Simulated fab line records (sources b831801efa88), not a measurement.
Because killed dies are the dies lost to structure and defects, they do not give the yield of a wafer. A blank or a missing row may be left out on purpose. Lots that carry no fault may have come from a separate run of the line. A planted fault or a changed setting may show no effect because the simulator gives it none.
Code-filled problem report in 8D (eight disciplines) form + flow sky130 + the parts of the form that need people (team, actions taken, sign-off) are left out

1. THE PROBLEM
Wafers free of any fault read -0.1 nm (standard deviation 1.6) for LDD_HVP_OVL at SKY_LDD_HVP_OVL_MEAS_07, against a mean of 167.0 nm on 6 wafers of 2 lots. That is +99 or more standard deviations from the usual mean.
Earliest sighting: wafer L338.2 on overlay-02 at day 29 12:22. The record has a number at this step for 39 wafers belonging to 13 lots. By rule, "out" or "out of limits" means more than 4 standard deviations away from the usual mean. The other wafers with a number count as sound.

2. WHAT IT IS, WHAT IT ISN'T
| question                    | is                     | is not                                                           |
|-----------------------------|------------------------|------------------------------------------------------------------|
| which readings at this step | LDD_HVP_OVL            | -                                                                |
| which lots                  | L338, L339             | L319, L320, L321, L322, L324, L326, L328, L329, L330, L331, L333 |
| which wafers of those lots  | all that have a number | -                                                                |
| read on which gauges        | overlay-01, overlay-02 | -                                                                |
| when                        | from day 29 12:22      | up to then (33 sound wafers)                                     |

3. WHAT RULES OUT EACH SUSPECT
Counting: a tool at a process step up to the reading stays a suspect if it ran every lot that is out and no sound lot after the first of them.
- the gauge at SKY_LDD_HVP_OVL_MEAS_07 has been ruled out. 2 gauges (overlay-01, overlay-02) read the wafers that are out.
- iline-stepper-01 at SKY_LDD_HVP_EXPOSE_04 (exposes mask HVPTM, target cd 700 nm): kept. It processed each lot that is out, first L338 at day 28 22:02, and no sound lot thereafter; up to then, the last sound lot it processed was L330 at day 26 19:41.
Remaining after the count: iline-stepper-01 at SKY_LDD_HVP_EXPOSE_04.

4. THE CAUSE (what the simulator had put in)
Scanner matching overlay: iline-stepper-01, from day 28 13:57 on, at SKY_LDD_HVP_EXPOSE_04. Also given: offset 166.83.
This tool alone remained once counting was done.

5. THE CHAIN OF EFFECTS, in route order
One row per reading whose mean, taken over the struck wafers that have a number, lies over 3 standard deviations from the usual. Readings are gone through only where the record gives a usual standard deviation; hours: the median, over the lots, of the time from a lot's start at the first step in this table giving one to that lot's start at this step; sigmas: the change measured in usual standard deviations.
| hours | step                    | reading     | usual   | on struck wafers | change | sigmas      |
|-------|-------------------------|-------------|---------|------------------|--------|-------------|
| 0     | SKY_LDD_HVP_OVL_MEAS_07 | LDD_HVP_OVL | -0.1 nm | 167.0            | +167.1 | +99 or more |

6. WHAT WOULD HAVE CAUGHT IT SOONER
The first out-of-limits reading at a measuring or inspecting step in this record came at day 29 12:22, 22 hours after the fault's start at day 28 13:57.
Each of the lots that are out, 2 in all, had begun SKY_LDD_HVP_EXPOSE_04 on iline-stepper-01 no later than day 29 12:22. Had the tool been put on hold then, not one of them would have been saved.
